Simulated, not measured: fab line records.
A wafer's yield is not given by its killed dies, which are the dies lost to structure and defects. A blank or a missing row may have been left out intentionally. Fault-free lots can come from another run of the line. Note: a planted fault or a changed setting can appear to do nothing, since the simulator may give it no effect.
Which tool was responsible? :: flow sky130 :: Sampling: 12 lots, 36 wafers, 2 of 708 route steps

## WHAT THE GAUGES SHOWED, per wafer
SKY_METAL1_CD_MEAS_15 targets a cd of 140 nm.
lot: L261
measured: day 32 12:23
on: cdSem-01
cdNm (nm): 140.9 140.6 141.2

lot: L262
measured: day 32 20:08
on: cdSem-01
cdNm (nm): 139.7 140.2 139.4

lot: L263
measured: day 32 22:43
on: cdSem-01
cdNm (nm): 139.7 139.5 139.5

lot: L265
measured: day 33 17:15
on: cdSem-02
cdNm (nm): 138.1 137.2 138.5

lot: L266
measured: day 34 07:49
on: cdSem-02
cdNm (nm): 140.7 141.3 139.9

lot: L269
measured: day 35 01:17
on: cdSem-02
cdNm (nm): 138.5 138.4 139.0

lot: L271
measured: day 36 00:30
on: cdSem-01
cdNm (nm): 138.8 141.2 139.3

lot: L272
measured: day 36 02:02
on: cdSem-01
cdNm (nm): 138.2 139.5 138.1

lot: L276
measured: day 37 09:56
on: cdSem-02
cdNm (nm): 139.2 141.1 138.9

lot: L277
measured: day 37 16:23
on: cdSem-01
cdNm (nm): 139.0 138.5 139.2

lot: L278
measured: day 38 00:10
on: cdSem-02
cdNm (nm): 141.3 141.6 141.5

lot: L282
measured: day 40 08:08
on: cdSem-01
cdNm (nm): 138.7 139.3 138.8

## WHICH TOOL RAN EACH LOT (tool, then ch and the chambers of the sampled wafers, then the start)
lot: L261
SKY_METAL1_SPUTTER_03: pvdSputter-03, day 31 09:22

lot: L262
SKY_METAL1_SPUTTER_03: pvdSputter-03, day 31 16:02

lot: L263
SKY_METAL1_SPUTTER_03: pvdSputter-02, day 31 19:28

lot: L265
SKY_METAL1_SPUTTER_03: pvdSputter-03, day 32 14:28

lot: L266
SKY_METAL1_SPUTTER_03: pvdSputter-01, day 33 04:43

lot: L269
SKY_METAL1_SPUTTER_03: pvdSputter-02, day 33 23:22

lot: L271
SKY_METAL1_SPUTTER_03: pvdSputter-03, day 34 22:20

lot: L272
SKY_METAL1_SPUTTER_03: pvdSputter-01, day 34 23:44

lot: L276
SKY_METAL1_SPUTTER_03: pvdSputter-02, day 36 07:20

lot: L277
SKY_METAL1_SPUTTER_03: pvdSputter-03, day 36 13:53

lot: L278
SKY_METAL1_SPUTTER_03: pvdSputter-03, day 36 23:11

lot: L282
SKY_METAL1_SPUTTER_03: pvdSputter-01, day 39 07:04
- SKY_METAL1_SPUTTER_03: material Ti, target thk 5 nm, time 3.3 s.

## WHAT THE TOOLS THEMSELVES READ (means of the sampled wafers that have a number; where no wafer has one, the mark that the record gives instead)
SKY_METAL1_SPUTTER_03.
lot: L261
tool: pvdSputter-03
cathodeDcPowerW (W): 3000.4
throttleValvePct (%): 30.0

lot: L262
tool: pvdSputter-03
cathodeDcPowerW (W): 2999.7
throttleValvePct (%): 29.8

lot: L263
tool: pvdSputter-02
cathodeDcPowerW (W): 3000.0
throttleValvePct (%): 30.1

lot: L265
tool: pvdSputter-03
cathodeDcPowerW (W): 3000.3
throttleValvePct (%): 30.2

lot: L266
tool: pvdSputter-01
cathodeDcPowerW (W): 2999.7
throttleValvePct (%): 30.9

lot: L269
tool: pvdSputter-02
cathodeDcPowerW (W): 2999.6
throttleValvePct (%): 30.2

lot: L271
tool: pvdSputter-03
cathodeDcPowerW (W): 2999.9
throttleValvePct (%): 30.1

lot: L272
tool: pvdSputter-01
cathodeDcPowerW (W): 3000.1
throttleValvePct (%): 30.5

lot: L276
tool: pvdSputter-02
cathodeDcPowerW (W): 2999.8
throttleValvePct (%): 30.1

lot: L277
tool: pvdSputter-03
cathodeDcPowerW (W): 2999.8
throttleValvePct (%): 29.9

lot: L278
tool: pvdSputter-03
cathodeDcPowerW (W): 3000.4
throttleValvePct (%): 29.9

lot: L282
tool: pvdSputter-01
cathodeDcPowerW (W): 3000.2
throttleValvePct (%): 29.8

## THE ANSWER, worked out from the rows above alone
Rule: usual is defined by the lots themselves. Put in order of their means at a reading, lots are off if they are a third of the lots or fewer, leave a main group of 4 or more, and stand apart from it by a gap of 3 or more times the standard deviation of the main group's means; of several such gaps the widest counts. The tables above print the reading to a certain number of digits; a main group whose means all agree to those digits is not used. Also off: a lot with no number at a reading for which 4 or more lots have one. The other lots that the step has rows for count as sound. First the gauges in route order, then the tools' own readings, where a lot's mean is used as printed above. At the first step where some lot is off, the reading lying furthest off is the one used; lots without a number count as furthest.
No lot is off on any of the readings shown, so nothing can be concluded from this.

## WHAT WAS PUT IN BY THE SIMULATOR
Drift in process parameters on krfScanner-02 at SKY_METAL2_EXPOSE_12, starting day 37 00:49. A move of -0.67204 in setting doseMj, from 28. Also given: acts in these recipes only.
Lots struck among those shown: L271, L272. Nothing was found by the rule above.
